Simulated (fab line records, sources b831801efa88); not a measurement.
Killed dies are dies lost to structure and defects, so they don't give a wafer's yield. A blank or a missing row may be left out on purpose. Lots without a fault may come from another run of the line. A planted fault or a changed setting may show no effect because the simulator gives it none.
Which tool did it? | flow gf180mcu | 12 lots, 36 wafers sampled, at 3 steps of a route of 602

WHAT THE GAUGES READ, wafer by wafer
GF_DUAL_GATE_OVL_MEAS_11. Usual: DUAL_GATE_OVL -0.4 nm, standard deviation 1.3.
lot  | measured     | on         | DUAL_GATE_OVL (nm) | flag
L364 | day 8 05:46  | overlay-01 | -1.3 -2.5 0.9      |
L365 | day 8 18:46  | overlay-01 | 1.9 1.5 1.5        |
L366 | day 8 20:15  | overlay-01 | -1.2 0.3 0.1       |
L369 | day 9 17:29  | overlay-01 | 0.9 0.7 -0.1       |
L370 | day 10 09:04 | overlay-01 | -0.3 0.4 0.2       |
L372 | day 10 12:22 | overlay-01 | 0.6 0.4 1.5        |
L373 | day 11 02:51 | overlay-02 | -0.2 0.2 -1.8      |
L382 | day 13 11:50 | overlay-02 | -0.4 -2.4 -2.7     |
L383 | day 13 19:27 | overlay-01 | 1.5 2.4 1.0        |
L384 | day 14 12:28 | overlay-01 | -0.3 -3.2 -1.3     |
L385 | day 14 12:47 | overlay-01 | -2.2 -0.3 -1.1     |
L387 | day 15 01:53 | overlay-02 | -1.5 -1.1 -0.6     |

WHICH TOOL RAN EACH LOT (tool, then ch and the chambers of the sampled wafers, then the start)
lot  | GF_DNWELL_STRIP_08                  | GF_MVSD_STRIP_10
L364 | plasma_asher-02 ch 0,1, day 2 17:34 | plasma_asher-03 ch 0,1, day 4 08:21
L365 | plasma_asher-04 ch 0,1, day 3 00:37 | plasma_asher-04 ch 0,1, day 4 16:49
L366 | plasma_asher-01 ch 0,1, day 3 04:17 | plasma_asher-02 ch 0,1, day 4 21:04
L369 | plasma_asher-04 ch 0,1, day 3 20:27 | plasma_asher-03 ch 0,1, day 5 14:50
L370 | plasma_asher-01 ch 0,1, day 4 02:40 | plasma_asher-02 ch 0,1, day 5 21:14
L372 | plasma_asher-02 ch 0,1, day 4 12:43 | plasma_asher-02 ch 0,1, day 6 08:30
L373 | plasma_asher-02 ch 0,1, day 4 18:43 | plasma_asher-04 ch 0,1, day 6 15:05
L382 | plasma_asher-02 ch 0,1, day 6 17:46 | plasma_asher-03 ch 0, day 8 18:28
L383 | plasma_asher-04 ch 0,1, day 7 00:58 | plasma_asher-02 ch 0,1, day 8 23:43
L384 | plasma_asher-01 ch 0,1, day 7 09:44 | plasma_asher-02 ch 0,1, day 9 13:23
L385 | plasma_asher-02 ch 0,1, day 7 10:01 | plasma_asher-03 ch 0,1, day 9 13:44
L387 | plasma_asher-02 ch 0,1, day 7 23:34 | plasma_asher-04 ch 0,1, day 10 01:53
- GF_DNWELL_STRIP_08: strips in O2/N2.
- GF_MVSD_STRIP_10: strips in O2/N2.

WHAT THE TOOLS THEMSELVES READ (means of the sampled wafers that have a number; where no wafer has one, the mark that the record gives instead)
GF_DNWELL_STRIP_08. Usual: chamber_pressure_mTorr 1500.1 mTorr, standard deviation 1.3; drypump_motor_current_A 6.2 A, standard deviation 0.53; heater_power_w 333 W, standard deviation 32; oes_product_au 0.722 a.u., standard deviation 0.005; platen_temp_c 250.00 C, standard deviation 0.16; strip_time_to_endpoint_s 36.97 s, standard deviation 0.11.
lot  | tool            | chamber_pressure_mTorr (mTorr) | drypump_motor_current_A (A) | heater_power_w (W) | oes_product_au (a.u.) | platen_temp_c (C) | strip_time_to_endpoint_s (s) | flag
L364 | plasma_asher-02 | 1501.0                         | 6.6                         | 362                | 0.717                 | 249.98            | 37.01                        |
L365 | plasma_asher-04 | 1499.7                         | 5.5                         | 322                | 0.723                 | 250.02            | 36.97                        |
L366 | plasma_asher-01 | 1499.4                         | 5.8                         | 310                | 0.720                 | 250.11            | 36.90                        |
L369 | plasma_asher-04 | 1499.4                         | 5.5                         | 317                | 0.716                 | 249.98            | 37.18                        |
L370 | plasma_asher-01 | 1500.8                         | 5.8                         | 304                | 0.726                 | 249.92            | 36.84                        |
L372 | plasma_asher-02 | 1500.4                         | 6.7                         | 357                | 0.722                 | 249.99            | 37.08                        |
L373 | plasma_asher-02 | 1501.5                         | 6.7                         | 358                | 0.725                 | 249.79            | 37.20                        |
L382 | plasma_asher-02 | 1499.9                         | 6.6                         | 354                | 0.724                 | 249.89            | 36.85                        |
L383 | plasma_asher-04 | 1498.7                         | 5.5                         | 292                | 0.721                 | 249.91            | 37.03                        |
L384 | plasma_asher-01 | 1501.0                         | 5.8                         | 301                | 0.723                 | 249.99            | 36.76                        |
L385 | plasma_asher-02 | 1499.8                         | 6.7                         | 360                | 0.723                 | 250.01            | 36.98                        |
L387 | plasma_asher-02 | 1500.5                         | 6.6                         | 354                | 0.721                 | 249.87            | 37.06                        |

GF_MVSD_STRIP_10. Usual: chamber_pressure_mTorr 1500.0 mTorr, standard deviation 1.5; drypump_motor_current_A 6.0 A, standard deviation 0.53; heater_power_w 330 W, standard deviation 41; oes_product_au 0.723 a.u., standard deviation 0.0045; platen_temp_c 250.00 C, standard deviation 0.17; strip_time_to_endpoint_s 36.97 s, standard deviation 0.11.
lot  | tool            | chamber_pressure_mTorr (mTorr) | drypump_motor_current_A (A) | heater_power_w (W) | oes_product_au (a.u.) | platen_temp_c (C) | strip_time_to_endpoint_s (s) | flag
L364 | plasma_asher-03 | 1499.4                         | 5.8                         | 332                | 0.723                 | 250.14            | 36.78                        |
L365 | plasma_asher-04 | 1499.4                         | 5.5                         | 294                | 0.719                 | 249.70            | 36.95                        |
L366 | plasma_asher-02 | 1500.4                         | 6.7                         | 353                | 0.723                 | 250.02            | 36.79                        |
L369 | plasma_asher-03 | 1498.4                         | 5.8                         | 333                | 0.725                 | 250.03            | 37.01                        |
L370 | plasma_asher-02 | 1500.2                         | 6.6                         | 358                | 0.726                 | 250.10            | 36.94                        |
L372 | plasma_asher-02 | 1498.8                         | 6.6                         | 358                | 0.724                 | 250.00            | 37.20                        |
L373 | plasma_asher-04 | 1499.0                         | 5.6                         | 328                | 0.725                 | 250.04            | 37.13                        |
L382 | plasma_asher-03 | 1499.7                         | 5.8                         | 357                | 0.724                 | 249.77            | 37.01                        |
L383 | plasma_asher-02 | 1499.4                         | 6.7                         | 358                | 0.722                 | 249.98            | 37.00                        |
L384 | plasma_asher-02 | 1499.8                         | 6.7                         | 359                | 0.719                 | 249.96            | 36.85                        |
L385 | plasma_asher-03 | 1499.6                         | 5.7                         | 304                | 0.725                 | 250.10            | 37.13                        |
L387 | plasma_asher-04 | 1500.3                         | 5.5                         | 293                | 0.723                 | 249.90            | 36.90                        |

THE ANSWER, worked out from the rows above alone
Rule: a lot is off if the mean of its wafers that have a number lies more than 3 standard deviations from the usual mean. A lot without any number at a reading at which 4 lots or more have one is off too. The other lots that the step has rows for count as sound. The gauges are gone through in route order, then the tools' own readings, and for those a lot's mean is taken as printed above. The first step at which some lot is off is used, and at that step the reading that is off furthest; a lot without a number counts as furthest.
No lot is off at any reading shown: from this, nothing can be told.

WHAT THE SIMULATOR HAD PUT IN
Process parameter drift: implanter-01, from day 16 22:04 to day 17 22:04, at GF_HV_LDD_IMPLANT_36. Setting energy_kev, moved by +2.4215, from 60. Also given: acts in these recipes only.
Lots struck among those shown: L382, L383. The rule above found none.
